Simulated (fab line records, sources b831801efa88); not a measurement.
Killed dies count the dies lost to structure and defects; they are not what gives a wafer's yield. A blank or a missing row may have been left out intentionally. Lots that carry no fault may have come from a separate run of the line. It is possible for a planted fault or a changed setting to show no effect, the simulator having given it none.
Split-lot trial || flow sfq line || 5 lots, 23 wafers read, on a route of 325 steps

SPLIT DETAILS
At SFQ_TRILAYER_I3_VIA_LITHO_EXPOSE_086 (exposes mask I3, target cd 500 nm), the setting dose mj was moved away from the recipe's 21.3 on 4 of the 23 wafers read, by -3.9% to -2.9%. All remaining wafers had this setting at the recipe value.

FROM THE SPLIT TO THE READING: what the file shows between them, 2 steps
- SFQ_TRILAYER_I3_VIA_LITHO_PEB_088: peb time 61.67 s
- SFQ_TRILAYER_I3_VIA_LITHO_DEVELOP_087: time 60 s

THE READING
I3.cd nm (the simulator's own value, which no gauge read), in nm, at SFQ_TRILAYER_I3_VIA_BARC_OPEN_VIA_ETCH_121 (etches BARC in O2, target depth 125 nm, time 41.7 s). The file gives no usual value for it. Across the 19 wafers here that went through the recipe, the average is 503.5 nm and the standard deviation 1.3 nm.

{"wafer": "L075.2", "tool, chamber at the split": "krf scanner-02, 0", "dose mj as run": 21.3, "against the recipe": "recipe", "I3.cd nm, nm": 505.1, "against lot-mates on the recipe": "-"}
{"wafer": "L075.5", "tool, chamber at the split": "krf scanner-02, 0", "dose mj as run": 21.3, "against the recipe": "recipe", "I3.cd nm, nm": 504, "against lot-mates on the recipe": "-"}
{"wafer": "L075.6", "tool, chamber at the split": "krf scanner-02, 0", "dose mj as run": 21.3, "against the recipe": "recipe", "I3.cd nm, nm": 505.8, "against lot-mates on the recipe": "-"}
{"wafer": "L078.1", "tool, chamber at the split": "krf scanner-02, 0", "dose mj as run": 21.3, "against the recipe": "recipe", "I3.cd nm, nm": 502.2, "against lot-mates on the recipe": "-"}
{"wafer": "L078.2", "tool, chamber at the split": "krf scanner-02, 0", "dose mj as run": 20.46, "against the recipe": "-3.9%", "I3.cd nm, nm": 495.5, "against lot-mates on the recipe": -6.8}
{"wafer": "L078.3", "tool, chamber at the split": "krf scanner-02, 0", "dose mj as run": 21.3, "against the recipe": "recipe", "I3.cd nm, nm": 502, "against lot-mates on the recipe": "-"}
{"wafer": "L078.4", "tool, chamber at the split": "krf scanner-02, 0", "dose mj as run": 20.46, "against the recipe": "-3.9%", "I3.cd nm, nm": 495.9, "against lot-mates on the recipe": -6.4}
{"wafer": "L078.5", "tool, chamber at the split": "krf scanner-02, 0", "dose mj as run": 21.3, "against the recipe": "recipe", "I3.cd nm, nm": 502.6, "against lot-mates on the recipe": "-"}
{"wafer": "L081.1", "tool, chamber at the split": "krf scanner-02, 0", "dose mj as run": 21.3, "against the recipe": "recipe", "I3.cd nm, nm": 503.2, "against lot-mates on the recipe": "-"}
{"wafer": "L081.2", "tool, chamber at the split": "krf scanner-02, 0", "dose mj as run": 20.69, "against the recipe": "-2.9%", "I3.cd nm, nm": 498.3, "against lot-mates on the recipe": -3.9}
{"wafer": "L081.3", "tool, chamber at the split": "krf scanner-02, 0", "dose mj as run": 20.69, "against the recipe": "-2.9%", "I3.cd nm, nm": 496.3, "against lot-mates on the recipe": -5.9}
{"wafer": "L081.4", "tool, chamber at the split": "krf scanner-02, 0", "dose mj as run": 21.3, "against the recipe": "recipe", "I3.cd nm, nm": 501.5, "against lot-mates on the recipe": "-"}
{"wafer": "L081.5", "tool, chamber at the split": "krf scanner-02, 0", "dose mj as run": 21.3, "against the recipe": "recipe", "I3.cd nm, nm": 501.8, "against lot-mates on the recipe": "-"}
{"wafer": "L083.2", "tool, chamber at the split": "krf scanner-01, 0", "dose mj as run": 21.3, "against the recipe": "recipe", "I3.cd nm, nm": 503.8, "against lot-mates on the recipe": "-"}
{"wafer": "L083.3", "tool, chamber at the split": "krf scanner-01, 0", "dose mj as run": 21.3, "against the recipe": "recipe", "I3.cd nm, nm": 501.9, "against lot-mates on the recipe": "-"}
{"wafer": "L083.4", "tool, chamber at the split": "krf scanner-01, 0", "dose mj as run": 21.3, "against the recipe": "recipe", "I3.cd nm, nm": 503.7, "against lot-mates on the recipe": "-"}
{"wafer": "L083.5", "tool, chamber at the split": "krf scanner-01, 0", "dose mj as run": 21.3, "against the recipe": "recipe", "I3.cd nm, nm": 503.6, "against lot-mates on the recipe": "-"}
{"wafer": "L083.6", "tool, chamber at the split": "krf scanner-01, 0", "dose mj as run": 21.3, "against the recipe": "recipe", "I3.cd nm, nm": 503.6, "against lot-mates on the recipe": "-"}
{"wafer": "L085.1", "tool, chamber at the split": "krf scanner-01, 0", "dose mj as run": 21.3, "against the recipe": "recipe", "I3.cd nm, nm": 504.1, "against lot-mates on the recipe": "-"}
{"wafer": "L085.6", "tool, chamber at the split": "krf scanner-01, 0", "dose mj as run": 21.3, "against the recipe": "recipe", "I3.cd nm, nm": 504.1, "against lot-mates on the recipe": "-"}
{"wafer": "L085.2", "tool, chamber at the split": "krf scanner-01, 0", "dose mj as run": 21.3, "against the recipe": "recipe", "I3.cd nm, nm": 504.3, "against lot-mates on the recipe": "-"}
{"wafer": "L085.3", "tool, chamber at the split": "krf scanner-01, 0", "dose mj as run": 21.3, "against the recipe": "recipe", "I3.cd nm, nm": 506.5, "against lot-mates on the recipe": "-"}
{"wafer": "L085.5", "tool, chamber at the split": "krf scanner-01, 0", "dose mj as run": 21.3, "against the recipe": "recipe", "I3.cd nm, nm": 502.4, "against lot-mates on the recipe": "-"}

FIT RESULTS
A straight line over all 23 wafers: I3.cd nm changes by +2.04 nm for each +1% of dose mj; r = +0.90; the points scatter about the line by 1.3 nm.
The same after taking each lot's own level away (the mean of its wafers on the recipe; 23 wafers): +1.68 nm for each +1%; r = +0.93; scatter 0.89 nm.
Per that fit: largest dose mj move, reading shift of 6.6 nm.
The span of the lots' own levels, 502.17 to 504.97 nm, comes to 2.1 times the standard deviation stated above.
In other words, the slope is changed by the lot-to-lot level; the two fits disagree.
Check: with one of the wafers moved furthest among these (-3.9%) left out of the fit, the line predicts -6.54 nm for it against its lot-mates. It came out at -6.77 nm against them.

FURTHER SPLITS ON THESE WAFERS
Other splits were also applied to these wafers ahead of the reading. Each is held against what the fit with the lots' levels taken away leaves over:
{"other split on the same wafers": "SFQ_TRILAYER_M3_LITHO_PEB_078 peb temp c", "wafers away from the commonest value": 8, "r with I3.cd nm (lot level and that fit taken away)": -0.10}
{"other split on the same wafers": "SFQ_TRILAYER_M3_ETCH_METAL_ETCH_078 time s", "wafers away from the commonest value": 2, "r with I3.cd nm (lot level and that fit taken away)": "+0.06"}

THE FILE'S OWN FIT
I3.cd nm changes by +1.67 nm for each +1% of dose mj, r = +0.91.
